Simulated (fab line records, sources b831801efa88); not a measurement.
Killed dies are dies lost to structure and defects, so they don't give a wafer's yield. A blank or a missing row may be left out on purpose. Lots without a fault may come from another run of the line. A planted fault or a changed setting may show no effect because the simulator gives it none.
fab line records | flow sky130
record lots=5 wafers=15 last_day=50
route steps=708 shown VIA1@468 METAL2@483
lots that met no fault: from a run of the same line without faults
start_h: hours from the record's first day to the start of the lot's first wafer shown | wait_h: hours since the lot's step before | " the same as in the row above | L1.1+2: a row that stands for several wafers | - no value, or no start given | * or withheld: withheld | < > ~ a bound
route shown NAME@n: a module of which the file shows steps, and the number in the route of the first | usual: mean/standard deviation of fault-free wafers | same: alike in all rows | chamber/n: place in a boat | sites: the reading at each site | _std_site: their standard deviation | _edge_site: outer sites' mean less inner sites' | radius_mm: how far each site lies from the wafer's centre | mask NAME#n: copy n | behind: the tool/chamber that last shaped the wafer | hold: why the lot was held/for how many hours/how that ended | device: the transistor (n, p or np) that didn't switch | end of line: the same wafers' tests at the end of the route | a step without rows: its recipe alone | killed: dies lost to structure and defects at the first sort, not the wafer's yield | map: a wafer's dies, x killed, . not, _ none there
set.NAME: the setting as run; set.NAME@STEP: as run at that earlier step | model.NAME: the simulator's own value behind a step, which no gauge read
lots at some steps of the route; a table a step, a row a wafer
services: from which hour (start_h, from the record's first day; less than 0 if before it) a tool's chamber was out of use, for how many hours, and why
## steps
# step SKY_VIA1_PEB_10
# recipe peb_temp_c=withheld peb_time_s=withheld resist=KrF-thick
# columns lot.wafer tool chamber start_h wait_h
L075.2+4+6 litho_track-02 0 - -
L076.1+3+6 litho_track-02 0 - -
L088.1+2+3 litho_track-02 0 - -
L094.2+5+6 litho_track-04 0 - -
L095.2+4+5 litho_track-03 0 - -
# step SKY_VIA1_DEVELOP_11
# recipe develop_time_s=60 resist=KrF-thick dev_temp_c=21
# columns lot.wafer tool chamber start_h wait_h
L075.2+4+6 litho_track-02 0 - -
L076.1+3+6 litho_track-02 0 - -
L088.1+2+3 litho_track-02 0 - -
L094.2+5+6 litho_track-04 0 - -
L095.2+4+5 litho_track-03 0 - -
# step SKY_VIA1_CD_MEAS_12
# recipe target_cd_nm=150
# usual cd_nm=150.1/1.7
# columns lot.wafer tool chamber start_h wait_h cd_nm
L075.2 cd_sem-01 - 788.44 - 149.7
L075.4 " - " " 149.3
L075.6 " - " " 147.1
L076.1 cd_sem-01 - 801.57 - 150.6
L076.3 " - " " 151.5
L076.6 " - " " 151.0
L088.1 cd_sem-01 - 905.37 - 150.1
L088.2 " - " " 151.2
L088.3 " - " " 151.4
L094.2 cd_sem-02 - 950.58 - 149.5
L094.5 " - " " 149.8
L094.6 " - " " 149.4
L095.2 cd_sem-02 - 952.27 - 150.5
L095.4 " - " " 151.1
L095.5 " - " " 149.5
# step SKY_VIA1_OVL_MEAS_13
# usual VIA1_OVL=-2/5.8
# columns lot.wafer tool chamber start_h wait_h VIA1_OVL[nm]
L075.2 overlay-02 - 788.55 0.1 -2
L075.4 " - " " 4
L075.6 " - " " 1
L076.1 overlay-02 - 801.69 0.1 0
L076.3 " - " " 3
L076.6 " - " " -10
L088.1 overlay-02 - 905.49 0.1 -15
L088.2 " - " " -12
L088.3 " - " " -10
L094.2 overlay-02 - 950.68 0.1 0
L094.5 " - " " -1
L094.6 " - " " -5
L095.2 overlay-01 - 952.37 0.1 5
L095.4 " - " " -4
L095.5 " - " " 6
# step SKY_VIA1_ETCH_14
# recipe chemistry=N2/H2 target=BARC ion_energy_ev=200 source_w=500 bias_w=100 pressure_mtorr=30 n2_flow_sccm=100 h2_flow_sccm=200 stop_on=SiO2 time_s=45.9 target_depth_a=600
# usual drypump_motor_current_A=5.8/0.49 oes_product_au=0.855/0.0048 throttle_valve_pct=13.223/0.0084
# columns lot.wafer tool chamber start_h wait_h drypump_motor_current_A oes_product_au rf_hours_counter_h throttle_valve_pct
L075.2 rie_diel-02 1 788.58 0.0 6.1 0.854 11 13.227
L075.4 " 0 " " 6.3 0.857 - 13.209
L075.6 " 1 " " 6.1 0.852 - 13.219
L076.1 rie_diel-02 0 801.73 0.0 6.3 0.854 3 13.214
L076.3 " 2 " " 6.2 0.861 3 13.217
L076.6 " 2 " " 6.3 0.860 - 13.235
L088.1 rie_diel-01 3 905.53 0.0 5.6 0.856 14 13.217
L088.2 " 0 " " 5.4 0.842 13 13.229
L088.3 " 1 " " 6.0 0.849 18 13.230
L094.2 rie_diel-02 1 950.71 0.0 6.1 0.850 16 13.237
L094.5 " 2 " " 6.3 0.862 - 13.218
L094.6 " 1 " " 6.2 0.854 - 13.209
L095.2 rie_diel-04 2 952.40 0.0 5.6 0.852 20 13.217
L095.4 " 1 " " 5.7 0.854 12 13.240
L095.5 " 0 " " 4.9 0.851 - 13.228
# step SKY_VIA1_ETCH_15
# recipe target=SiO2 chemistry=C4F8/O2/Ar target_depth_nm=351 stop_on=TiN mask_material=KrF-thick source_w=1500 bias_w=1200 pressure_mtorr=40 c4f8_flow_sccm=withheld O2_flow_sccm=6 Ar_flow_sccm=300 time_s=54
# usual oes_product_au=0.981/0.0052
# columns lot.wafer tool chamber start_h wait_h oes_product_au rf_hours_counter_h
L075.2 rie_diel-02 1 788.62 0.0 0.978 11
L075.4 " 0 " " 0.979 -
L075.6 " 1 " " 0.983 -
L076.1 rie_diel-02 0 801.77 0.0 0.974 3
L076.3 " 2 " " 0.971 3
L076.6 " 2 " " 0.991 -
L088.1 rie_diel-01 3 905.57 0.0 0.987 14
L088.2 " 0 " " 0.986 13
L088.3 " 1 " " 0.989 19
L094.2 rie_diel-02 1 950.75 0.0 0.983 16
L094.5 " 2 " " 0.976 -
L094.6 " 1 " " 0.980 -
L095.2 rie_diel-04 2 952.45 0.0 0.980 20
L095.4 " 1 " " 0.979 12
L095.5 " 0 " " 0.981 -
# step SKY_VIA1_STRIP_16
# recipe chemistry=O2/N2 power_w=1400 pressure_mtorr=1500 platen_temp_c=withheld o2_flow_sccm=3000 n2_flow_sccm=300 overash_fraction=0.5
# usual drypump_motor_current_A=5.6/0.49 oes_product_au=0.416/0.0042 strip_time_to_endpoint_s=4.454/0.021
# columns lot.wafer tool chamber start_h wait_h drypump_motor_current_A oes_product_au rf_hours_counter_h strip_time_to_endpoint_s
L075.2 plasma_asher-03 1 788.67 0.0 5.9 0.412 88 4.470
L075.4 " 0 " " 6.2 0.413 - 4.443
L075.6 " 0 " " 6.2 0.423 - 4.449
L076.1 plasma_asher-01 0 801.82 0.0 5.4 0.415 70 4.448
L076.3 " 1 " " 5.3 0.416 - 4.432
L076.6 " 1 " " 5.3 0.410 - 4.463
L088.1 plasma_asher-02 0 905.62 0.0 5.7 0.418 49 4.471
L088.2 " 1 " " 4.7 0.420 49 4.466
L088.3 " 1 " " 4.7 0.416 - 4.464
L094.2 plasma_asher-01 0 950.80 0.0 5.4 0.419 85 4.482
L094.5 " 1 " " 5.3 0.414 - 4.463
L094.6 " 0 " " 5.4 0.409 - 4.456
L095.2 plasma_asher-03 0 952.49 0.0 6.3 0.420 105 4.435
L095.4 " 1 " " 5.9 0.414 - 4.465
L095.5 " 0 " " 6.2 0.420 - 4.436
# step SKY_VIA1_STRIP_17
# recipe chemistry=post_etch_residue_remover time_s=1200 temp_c=72.5
# usual bath_guard_temp_C=72.9/0.69 temp_c=72.49/0.11
# columns lot.wafer tool chamber start_h wait_h bath_guard_temp_C temp_c
L075.2 wet_bench-01 2 788.77 0.1 73.8 72.47
L075.4 " 2 " " 74.4 72.55
L075.6 " 2 " " 73.8 72.37
L076.1 wet_bench-03 1 801.92 0.1 72.4 72.29
L076.3 " 1 " " 72.3 72.36
L076.6 " 1 " " 72.1 72.38
L088.1 wet_bench-03 0 905.72 0.1 73.2 72.46
L088.2 " 0 " " 73.9 72.61
L088.3 " 0 " " 73.4 72.45
L094.2 wet_bench-02 0 950.90 0.1 72.5 72.73
L094.5 " 0 " " 72.0 72.51
L094.6 " 0 " " 72.4 72.64
L095.2 wet_bench-02 2 952.59 0.1 72.4 72.50
L095.4 " 2 " " 72.4 72.43
L095.5 " 2 " " 72.2 72.43
# step SKY_VIA1_CLEAN_18
# recipe chemistry=IPA time_s=180 temp_c=25
# usual temp_c=25.00/0.11
# columns lot.wafer tool chamber start_h wait_h temp_c
L075.2 wet_bench-02 0 789.14 0.0 25.02
L075.4 " 0 " " 25.00
L075.6 " 0 " " 24.92
L076.1 wet_bench-01 2 802.26 0.0 24.78
L076.3 " 2 " " 24.91
L076.6 " 2 " " 25.03
L088.1 wet_bench-01 2 906.06 0.0 25.29
L088.2 " 2 " " 25.21
L088.3 " 2 " " 25.17
L094.2 wet_bench-01 2 951.24 0.0 25.09
L094.5 " 2 " " 25.07
L094.6 " 2 " " 25.07
L095.2 wet_bench-01 0 952.94 0.0 24.88
L095.4 " 0 " " 24.92
L095.5 " 0 " " 24.85
# step SKY_VIA1_CLEAN_19
# recipe chemistry=O3/DIW dry=n2_spin
# columns lot.wafer tool chamber start_h wait_h
L075.2+4+6 wet_bench-03 3 789.20 0.0
L076.1+3+6 wet_bench-02 0 802.32 0.0
L088.1+2+3 wet_bench-02 2 906.12 0.0
L094.2+5+6 wet_bench-03 0 951.30 0.0
L095.2+4+5 wet_bench-02 1 952.99 0.0
# step SKY_VIA1_SPUTTER_20
# recipe material=TiN target_thk_nm=20 chamber_pressure_pa=5 power_w=4000 time_s=80
# usual cathode_dc_power_W=4000.1/0.81 throttle_valve_pct=29.5/0.78
# columns lot.wafer tool chamber start_h wait_h cathode_dc_power_W throttle_valve_pct
L075.2 pvd_sputter-04 - 789.29 0.0 4001.0 28.5
L075.4 " - " " 4001.0 28.3
L075.6 " - " " 4000.5 29.8
L076.1 pvd_sputter-02 - 802.43 0.0 3999.9 29.5
L076.3 " - " " 3999.1 29.3
L076.6 " - " " 4000.3 28.3
L088.1 pvd_sputter-03 - 906.21 0.0 4000.8 30.2
L088.2 " - " " 3999.1 28.7
L088.3 " - " " 3999.3 29.3
L094.2 pvd_sputter-02 - 951.40 0.0 3999.3 29.9
L094.5 " - " " 3999.9 28.5
L094.6 " - " " 4000.7 29.7
L095.2 pvd_sputter-02 - 953.09 0.0 3999.8 28.3
L095.4 " - " " 4001.2 29.6
L095.5 " - " " 3998.5 28.1
# step SKY_VIA1_CVD_21
# recipe material=W target_thk_nm=270 time_s=80.902 temp_c=400 pressure_torr=40
# usual heater_power_w=850/51
# columns lot.wafer tool chamber start_h wait_h heater_power_w
L075.2 cvd_w-01 0 789.38 0.1 782
L075.4 " 0 " " 783
L075.6 " 0 " " 758
L076.1 cvd_w-02 1 802.49 0.0 852
L076.3 " 0 " " 902
L076.6 " 0 " " 889
L088.1 cvd_w-02 1 906.28 0.0 854
L088.2 " 0 " " 876
L088.3 " 1 " " 862
L094.2 cvd_w-01 0 951.46 0.0 717
L094.5 " 0 " " 741
L094.6 " 1 " " 877
L095.2 cvd_w-02 0 953.15 0.0 908
L095.4 " 1 " " 846
L095.5 " 1 " " 862
# step SKY_VIA1_RS_MEAS_22
# recipe thk_meas_gauge=four-point-probe reads=W_of_VIA1_CVD_21+TiN_of_VIA1_SPUTTER_20
# usual VIA1_W_RS=0.425/0.0045
# columns lot.wafer tool chamber start_h wait_h VIA1_W_RS[ohm/sq]
L075.2 film_metro-02 - 789.56 0.1 0.424
L075.4 " - " " 0.428
L075.6 " - " " 0.426
L076.1 film_metro-03 - 802.58 0.1 0.422
L076.3 " - " " 0.423
L076.6 " - " " 0.421
L088.1 film_metro-03 - 906.37 0.1 0.422
L088.2 " - " " 0.424
L088.3 " - " " 0.420
L094.2 film_metro-04 - 951.57 0.1 0.419
L094.5 " - " " 0.422
L094.6 " - " " 0.428
L095.2 film_metro-03 - 953.26 0.1 0.424
L095.4 " - " " 0.415
L095.5 " - " " 0.416
# step SKY_VIA1_THK_MEAS_23
# recipe thk_meas_gauge=xrf reads=W_of_VIA1_CVD_21
# usual VIA1_W_THK=278/3.2
# columns lot.wafer tool chamber start_h wait_h VIA1_W_THK[nm]
L075.2 film_metro-02 - 789.67 0.1 281
L075.4 " - " " 278
L075.6 " - " " 280
L076.1 film_metro-03 - 802.70 0.1 279
L076.3 " - " " 276
L076.6 " - " " 278
L088.1 film_metro-03 - 906.49 0.1 280
L088.2 " - " " 278
L088.3 " - " " 280
L094.2 film_metro-04 - 951.68 0.1 280
L094.5 " - " " 277
L094.6 " - " " 273
L095.2 film_metro-03 - 953.37 0.1 274
L095.4 " - " " 278
L095.5 " - " " 279
# step SKY_VIA1_CMP_24
# recipe stop_on=SiO2 t_overpolish_s=15 down_force_psi=3.5 platen_rpm=60 target_thk_nm=0 pad_velocity_m_s=0.94248
# usual motor_current_A=10.7/0.72 overpolish_run_s=15.000/0.0083 platen_rpm=60.00/0.041 slurry_filter_dp_kPa=13.50/0.13 slurry_flow_ml_min=150.1/0.47 time_to_endpoint_s=65/3.2
# columns lot.wafer tool chamber start_h wait_h motor_current_A overpolish_run_s platen_rpm slurry_filter_dp_kPa slurry_flow_ml_min time_to_endpoint_s
L075.4 cmp-01 1 789.77 0.1 10.8 14.994 60.03 13.50 151.0 70
L075.2 " 3 " " 11.2 15.000 60.02 13.34 150.6 66
L075.6 " 0 " " 10.0 15.000 60.00 13.63 150.0 61
L076.3 cmp-02 0 802.76 0.0 10.9 14.999 60.00 13.61 149.2 62
L076.1 " 3 " " 10.1 14.999 59.91 13.70 149.7 66
L076.6 " 1 " " 10.1 15.005 60.00 13.39 149.8 64
L088.2 cmp-01 1 906.55 0.0 10.4 15.013 60.02 13.63 150.2 67
L088.3 " 2 " " 12.4 15.004 60.11 13.66 150.1 63
L088.1 " 0 " " 9.5 14.994 60.09 13.62 151.4 61
L094.2 cmp-01 0 951.85 0.2 9.8 14.992 60.01 13.86 149.9 67
L094.5 " 2 " " 11.4 15.003 60.02 13.55 150.3 71
L094.6 " 3 " " 10.9 14.998 59.92 13.45 150.8 69
L095.4 cmp-01 0 954.73 1.3 9.9 15.003 59.93 13.58 149.9 66
L095.2 " 1 " " 10.8 15.002 60.00 13.48 150.4 70
L095.5 " 2 " " 11.9 15.015 59.96 13.44 150.9 67
# step SKY_METAL2_SPUTTER_00
# recipe material=Ti target_thk_nm=15 power_w=3000 time_s=10 chamber_pressure_pa=0.4
# usual cathode_dc_power_W=3000.0/0.51 throttle_valve_pct=29.6/0.78
# columns lot.wafer tool chamber start_h wait_h cathode_dc_power_W throttle_valve_pct
L075.2 pvd_sputter-03 - 790.02 0.1 2999.7 29.1
L075.4 " - " " 3000.3 30.2
L075.6 " - " " 3000.4 29.9
L076.1 pvd_sputter-04 - 803.06 0.1 3000.4 28.2
L076.3 " - " " 3000.0 29.8
L076.6 " - " " 2999.7 29.9
L088.1 pvd_sputter-03 - 906.85 0.1 3001.0 28.9
L088.2 " - " " 3000.3 30.2
L088.3 " - " " 3000.1 29.5
L094.2 pvd_sputter-03 - 952.05 0.1 2999.7 29.6
L094.5 " - " " 3000.9 30.1
L094.6 " - " " 3000.1 29.9
L095.2 pvd_sputter-03 - 954.93 0.1 3000.1 29.9
L095.4 " - " " 2999.8 29.1
L095.5 " - " " 3000.7 30.3
# step SKY_METAL2_SPUTTER_01
# recipe material=TiN target_thk_nm=20 power_w=6500 time_s=16.7 chamber_pressure_pa=0.4
# usual cathode_dc_power_W=6500.0/1.1 throttle_valve_pct=29.6/0.77
# columns lot.wafer tool chamber start_h wait_h cathode_dc_power_W throttle_valve_pct
L075.2 pvd_sputter-03 - 790.04 0.0 6498.6 28.9
L075.4 " - " " 6500.6 29.9
L075.6 " - " " 6499.5 30.1
L076.1 pvd_sputter-04 - 803.09 0.0 6499.3 28.3
L076.3 " - " " 6500.0 29.9
L076.6 " - " " 6500.4 30.1
L088.1 pvd_sputter-03 - 906.87 0.0 6499.0 28.9
L088.2 " - " " 6500.0 29.9
L088.3 " - " " 6499.6 29.4
L094.2 pvd_sputter-03 - 952.07 0.0 6500.8 29.6
L094.5 " - " " 6499.1 30.1
L094.6 " - " " 6500.0 29.8
L095.2 pvd_sputter-03 - 954.96 0.0 6498.2 30.3
L095.4 " - " " 6499.3 28.8
L095.5 " - " " 6500.5 30.3
# step SKY_METAL2_SPUTTER_02
# recipe material=AlCu target_thk_nm=250 power_w=10600 time_s=13.3 chamber_pressure_pa=0.4
# usual cathode_dc_power_W=10600/2 throttle_valve_pct=29.6/0.79
# columns lot.wafer tool chamber start_h wait_h cathode_dc_power_W throttle_valve_pct
L075.2 pvd_sputter-03 - 790.06 0.0 10598 29.0
L075.4 " - " " 10601 30.0
L075.6 " - " " 10597 29.8
L076.1 pvd_sputter-04 - 803.11 0.0 10601 28.1
L076.3 " - " " 10599 30.0
L076.6 " - " " 10597 29.8
L088.1 pvd_sputter-03 - 906.90 0.0 10599 28.7
L088.2 " - " " 10599 30.3
L088.3 " - " " 10598 29.5
L094.2 pvd_sputter-03 - 952.10 0.0 10599 29.9
L094.5 " - " " 10601 30.3
L094.6 " - " " 10597 30.1
L095.2 pvd_sputter-03 - 954.98 0.0 10602 30.1
L095.4 " - " " 10598 28.8
L095.5 " - " " 10600 30.0
# step SKY_METAL2_SPUTTER_03
# recipe material=Ti target_thk_nm=5 power_w=3000 time_s=3.3 chamber_pressure_pa=0.4
# usual cathode_dc_power_W=3000.0/0.52 throttle_valve_pct=29.6/0.77
# columns lot.wafer tool chamber start_h wait_h cathode_dc_power_W throttle_valve_pct
L075.2 pvd_sputter-03 - 790.09 0.0 3000.7 29.0
L075.4 " - " " 2999.9 29.6
L075.6 " - " " 3000.0 29.8
L076.1 pvd_sputter-04 - 803.14 0.0 3000.6 28.3
L076.3 " - " " 2998.9 29.7
L076.6 " - " " 3001.0 29.9
L088.1 pvd_sputter-03 - 906.92 0.0 2999.7 29.0
L088.2 " - " " 2999.6 30.6
L088.3 " - " " 3000.0 29.7
L094.2 pvd_sputter-03 - 952.12 0.0 3000.1 29.8
L094.5 " - " " 2999.8 30.2
L094.6 " - " " 2999.3 29.9
L095.2 pvd_sputter-03 - 955.01 0.0 2999.0 30.1
L095.4 " - " " 3000.2 28.8
L095.5 " - " " 3000.1 30.2
# step SKY_METAL2_SPUTTER_04
# recipe material=TiN target_thk_nm=70 power_w=6500 time_s=58.3 chamber_pressure_pa=0.4
# usual cathode_dc_power_W=6500.0/1.1 throttle_valve_pct=29.6/0.77
# columns lot.wafer tool chamber start_h wait_h cathode_dc_power_W throttle_valve_pct
L075.2 pvd_sputter-03 - 790.11 0.0 6500.6 28.8
L075.4 " - " " 6501.2 30.0
L075.6 " - " " 6501.3 30.0
L076.1 pvd_sputter-04 - 803.16 0.0 6499.9 28.4
L076.3 " - " " 6500.3 30.1
L076.6 " - " " 6500.1 29.9
L088.1 pvd_sputter-03 - 906.94 0.0 6500.7 28.7
L088.2 " - " " 6499.2 30.3
L088.3 " - " " 6499.5 29.7
L094.2 pvd_sputter-03 - 952.14 0.0 6501.0 29.9
L094.5 " - " " 6501.9 30.4
L094.6 " - " " 6499.1 29.7
L095.2 pvd_sputter-03 - 955.02 0.0 6498.6 30.0
L095.4 " - " " 6499.0 29.1
L095.5 " - " " 6501.6 30.1
# step SKY_METAL2_RS_MEAS_05
# recipe thk_meas_gauge=four-point-probe reads=TiN_of_METAL2_SPUTTER_04+Ti_of_METAL2_SPUTTER_03+AlCu_of_METAL2_SPUTTER_02+TiN_of_METAL2_SPUTTER_01+Ti_of_METAL2_SPUTTER_00
# usual METAL2_ALCU_RS=0.1263/0.0015
# columns lot.wafer tool chamber start_h wait_h METAL2_ALCU_RS[ohm/sq]
L075.2 film_metro-04 - 790.17 0.0 0.1281
L075.4 " - " " 0.1278
L075.6 " - " " 0.1272
L076.1 film_metro-01 - 803.20 0.0 0.1276
L076.3 " - " " 0.1302
L076.6 " - " " 0.1292
L088.1 film_metro-01 - 906.99 0.0 0.1298
L088.2 " - " " 0.1271
L088.3 " - " " 0.1260
L094.2 film_metro-01 - 952.21 0.0 0.1256
L094.5 " - " " 0.1238
L094.6 " - " " 0.1250
L095.2 film_metro-01 - 955.09 0.0 0.1240
L095.4 " - " " 0.1276
L095.5 " - " " 0.1243
# step SKY_METAL2_THK_MEAS_06
# recipe thk_meas_gauge=xrf reads=AlCu_of_METAL2_SPUTTER_02
# usual METAL2_ALCU_THK=249.1/3
# columns lot.wafer tool chamber start_h wait_h METAL2_ALCU_THK[nm]
L075.2 film_metro-04 - 790.28 0.1 245.5
L075.4 " - " " 244.5
L075.6 " - " " 246.5
L076.1 film_metro-01 - 803.32 0.1 246.5
L076.3 " - " " 241.7
L076.6 " - " " 245.3
L088.1 film_metro-01 - 907.11 0.1 242.6
L088.2 " - " " 246.9
L088.3 " - " " 251.8
L094.2 film_metro-01 - 952.32 0.1 250.1
L094.5 " - " " 251.7
L094.6 " - " " 251.3
L095.2 film_metro-01 - 955.20 0.1 253.3
L095.4 " - " " 245.7
L095.5 " - " " 252.2
# step SKY_METAL2_DEHYDRATE_07
# recipe temp_c=200 time_s=60
# usual heater_power_total_W=160.38/0.13
# columns lot.wafer tool chamber start_h wait_h heater_power_total_W
L075.2 litho_track-03 0 802.87 12.6 160.56
L075.4 " 0 " " 160.42
L075.6 " 0 " " 160.45
L076.1 litho_track-03 0 815.55 12.2 160.37
L076.3 " 0 " " 160.22
L076.6 " 0 " " 160.52
L088.1 litho_track-02 0 918.37 11.3 160.26
L088.2 " 0 " " 160.45
L088.3 " 0 " " 160.20
L094.2 litho_track-03 0 963.67 11.3 160.48
L094.5 " 0 " " 160.35
L094.6 " 0 " " 160.32
L095.2 litho_track-01 0 965.73 10.5 160.48
L095.4 " 0 " " 160.25
L095.5 " 0 " " 160.51
# step SKY_METAL2_HMDS_08
# recipe prime_time_s=60 prime_temp_c=120
# columns lot.wafer tool chamber start_h wait_h
L075.2+4+6 litho_track-03 0 803.02 0.1
L076.1+3+6 litho_track-03 0 815.70 0.1
L088.1+2+3 litho_track-02 0 918.52 0.1
L094.2+5+6 litho_track-03 0 963.82 0.1
L095.2+4+5 litho_track-01 0 965.88 0.1
# step SKY_METAL2_COAT_09
# recipe resist=BARC temp_c=withheld time_s=withheld spin_rpm=3000 resist_thk_nm=60
# columns lot.wafer tool chamber start_h wait_h
L075.2+4+6 litho_track-03 0 803.17 0.1
L076.1+3+6 litho_track-03 0 815.85 0.1
L088.1+2+3 litho_track-02 0 918.67 0.1
L094.2+5+6 litho_track-03 0 963.97 0.1
L095.2+4+5 litho_track-01 0 966.03 0.1
# step SKY_METAL2_COAT_10
# recipe resist=KrF-thick spin_rpm=3000 resist_thk_nm=450
# columns lot.wafer tool chamber start_h wait_h
L075.2+4+6 litho_track-03 0 - -
L076.1+3+6 litho_track-03 0 - -
L088.1+2+3 litho_track-02 0 - -
L094.2+5+6 litho_track-03 0 - -
L095.2+4+5 litho_track-01 0 - -
# step SKY_METAL2_SOFTBAKE_11
# recipe temp_c=100 time_s=90 resist=KrF-thick
# usual heater_power_total_W=57.37/0.12
# columns lot.wafer tool chamber start_h wait_h heater_power_total_W
L075.2 litho_track-03 0 - - 57.36
L075.4 " 0 " " 57.51
L075.6 " 0 " " 57.46
L076.1 litho_track-03 0 - - 57.58
L076.3 " 0 " " 57.21
L076.6 " 0 " " 57.56
L088.1 litho_track-02 0 - - 57.48
L088.2 " 0 " " 57.13
L088.3 " 0 " " 57.47
L094.2 litho_track-03 0 - - 57.35
L094.5 " 0 " " 57.31
L094.6 " 0 " " 57.43
L095.2 litho_track-01 0 - - 57.30
L095.4 " 0 " " 57.42
L095.5 " 0 " " 57.49
# step SKY_METAL2_EXPOSE_12
# recipe mask_id=MM2 na=0.8 source_shape=annular sigma_inner=0.55 sigma_outer=0.85 target_cd_nm=140 dose_mj=28
# same na=0.8 sigma_inner=0.55
# columns lot.wafer tool chamber start_h wait_h mask
L075.2+4+6 krf_scanner-01 0 - - MM2#0
L076.1+3+6 krf_scanner-01 0 - - MM2#0
L088.1+2+3 krf_scanner-01 0 - - MM2#0
L094.2+5+6 krf_scanner-01 0 - - MM2#0
L095.2+4+5 krf_scanner-01 0 - - MM2#0
# step SKY_METAL2_PEB_13
# recipe peb_temp_c=withheld peb_time_s=withheld resist=KrF-thick
# columns lot.wafer tool chamber start_h wait_h
L075.2+4+6 litho_track-01 0 - -
L076.1+3+6 litho_track-01 0 - -
L088.1+2+3 litho_track-03 0 - -
L094.2+5+6 litho_track-02 0 - -
L095.2+4+5 litho_track-03 0 - -
# step SKY_METAL2_DEVELOP_14
# recipe develop_time_s=60 resist=KrF-thick dev_temp_c=21
# columns lot.wafer tool chamber start_h wait_h
L075.2+4+6 litho_track-01 0 - -
L076.1+3+6 litho_track-01 0 - -
L088.1+2+3 litho_track-03 0 - -
L094.2+5+6 litho_track-02 0 - -
L095.2+4+5 litho_track-03 0 - -
# step SKY_METAL2_CD_MEAS_15
# recipe target_cd_nm=140
# usual cd_nm=139.6/1.2
# columns lot.wafer tool chamber start_h wait_h cd_nm
L075.2 cd_sem-01 - 816.03 - 140.7
L075.4 " - " " 143.0
L075.6 " - " " 141.8
L076.1 cd_sem-01 - 829.76 - 140.3
L076.3 " - " " 139.7
L076.6 " - " " 138.2
L088.1 cd_sem-02 - 931.65 - 139.0
L088.2 " - " " 137.9
L088.3 " - " " 137.8
L094.2 cd_sem-01 - 975.49 - 138.9
L094.5 " - " " 140.0
L094.6 " - " " 139.1
L095.2 cd_sem-01 - 977.72 - 138.2
L095.4 " - " " 137.7
L095.5 " - " " 138.5
# step SKY_METAL2_OVL_MEAS_16
# usual METAL2_OVL=-1/5.5
# columns lot.wafer tool chamber start_h wait_h METAL2_OVL[nm]
L075.2 overlay-02 - 816.13 0.1 -4
L075.4 " - " " -5
L075.6 " - " " -8
L076.1 overlay-01 - 829.88 0.1 -8
L076.3 " - " " -4
L076.6 " - " " -8
L088.1 overlay-02 - 931.77 0.1 2
L088.2 " - " " 7
L088.3 " - " " 2
L094.2 overlay-02 - 975.60 0.1 -10
L094.5 " - " " -10
L094.6 " - " " -6
L095.2 overlay-02 - 977.83 0.1 5
L095.4 " - " " -2
L095.5 " - " " -1
# step SKY_METAL2_DESCUM_17
# recipe chemistry=O2 source_power_w=150 bias_power_w=0 pressure_mtorr=10 temp_c=40 time_s=8
# usual drypump_motor_current_A=5.6/0.53 oes_product_au=1.003/0.011 temp_c=40.00/0.11
# columns lot.wafer tool chamber start_h wait_h drypump_motor_current_A oes_product_au rf_hours_counter_h temp_c
L075.2 rie_metal-01 1 816.17 0.0 5.5 0.994 - 40.03
L075.4 " 1 " " 5.5 0.989 - 40.05
L075.6 " 1 " " 5.5 0.992 - 40.05
L076.1 rie_metal-02 1 829.91 0.0 5.5 1.001 2 40.13
L076.3 " 0 " " 4.7 0.987 - 39.99
L076.6 " 1 " " 5.5 0.996 - 40.00
L088.1 rie_metal-02 0 931.80 0.0 4.7 0.990 10 39.77
L088.2 " 1 " " 5.5 0.998 7 40.03
L088.3 " 0 " " 4.7 0.996 - 39.72
L094.2 rie_metal-02 0 975.63 0.0 4.7 0.991 11 40.07
L094.5 " 0 " " 4.7 1.003 - 40.13
L094.6 " 1 " " 5.5 1.000 - 40.00
L095.2 rie_metal-01 1 977.86 0.0 5.5 1.002 18 39.88
L095.4 " 1 " " 5.5 0.999 - 39.99
L095.5 " 1 " " 5.5 0.999 - 40.07
# step SKY_METAL2_ETCH_18
# recipe chemistry=N2/H2 target=BARC ion_energy_ev=200 bias_w=100 pressure_mtorr=30 n2_flow_sccm=100 h2_flow_sccm=200 icp_w=500 stop_on=SiO2 time_s=45.9 target_depth_a=600
# usual drypump_motor_current_A=5.6/0.52 oes_product_au=0.854/0.0049 throttle_valve_pct=13.224/0.0086
# columns lot.wafer tool chamber start_h wait_h drypump_motor_current_A oes_product_au rf_hours_counter_h throttle_valve_pct
L075.2 rie_metal-01 1 816.25 0.1 5.5 0.848 - 13.236
L075.4 " 1 " " 5.5 0.851 - 13.220
L075.6 " 1 " " 5.5 0.850 - 13.235
L076.1 rie_metal-02 1 829.94 0.0 5.5 0.853 2 13.227
L076.3 " 0 " " 4.7 0.857 - 13.207
L076.6 " 1 " " 5.5 0.859 - 13.230
L088.1 rie_metal-02 0 931.84 0.0 4.7 0.861 10 13.223
L088.2 " 1 " " 5.5 0.851 7 13.218
L088.3 " 0 " " 4.8 0.860 - 13.226
L094.2 rie_metal-02 0 975.66 0.0 4.7 0.845 11 13.236
L094.5 " 0 " " 4.7 0.851 - 13.230
L094.6 " 1 " " 5.5 0.855 - 13.223
L095.2 rie_metal-01 1 977.89 0.0 5.5 0.856 18 13.233
L095.4 " 1 " " 5.5 0.864 - 13.213
L095.5 " 1 " " 5.5 0.855 - 13.218
## services
# columns tool chamber start_h hours kind
rie_metal-01 - 774.12 0.2 repair
cmp-01 - 777.44 0.9 repair
cmp-01 - 781.58 5.0 pm
rie_diel-02 2 787.14 2.9 repair
wet_bench-01 - 789.33 2.4 repair
pvd_sputter-04 - 789.37 1.3 repair
rie_metal-01 - 807.82 0.4 repair
rie_metal-01 - 810.12 4.3 pm
pvd_sputter-03 - 841.88 4.9 repair
rie_metal-02 - 848.78 4.3 pm
rie_diel-02 - 860.03 1.2 repair
krf_scanner-01 - 870.60 1.0 pm
rie_metal-02 0 875.06 5.7 repair
rie_diel-02 1 890.57 4.6 repair
rie_diel-02 - 898.53 0.5 repair
krf_scanner-01 - 904.18 0.2 repair
pvd_sputter-04 - 907.88 53.0 repair
krf_scanner-01 - 909.07 0.8 pm
krf_scanner-01 - 917.05 1.3 pm
rie_metal-02 0 934.01 14.7 repair
krf_scanner-01 - 944.33 0.6 repair
wet_bench-01 - 945.22 1.9 repair
krf_scanner-01 - 952.47 0.3 repair
pvd_sputter-04 - 976.82 2.6 repair
## key
fault none
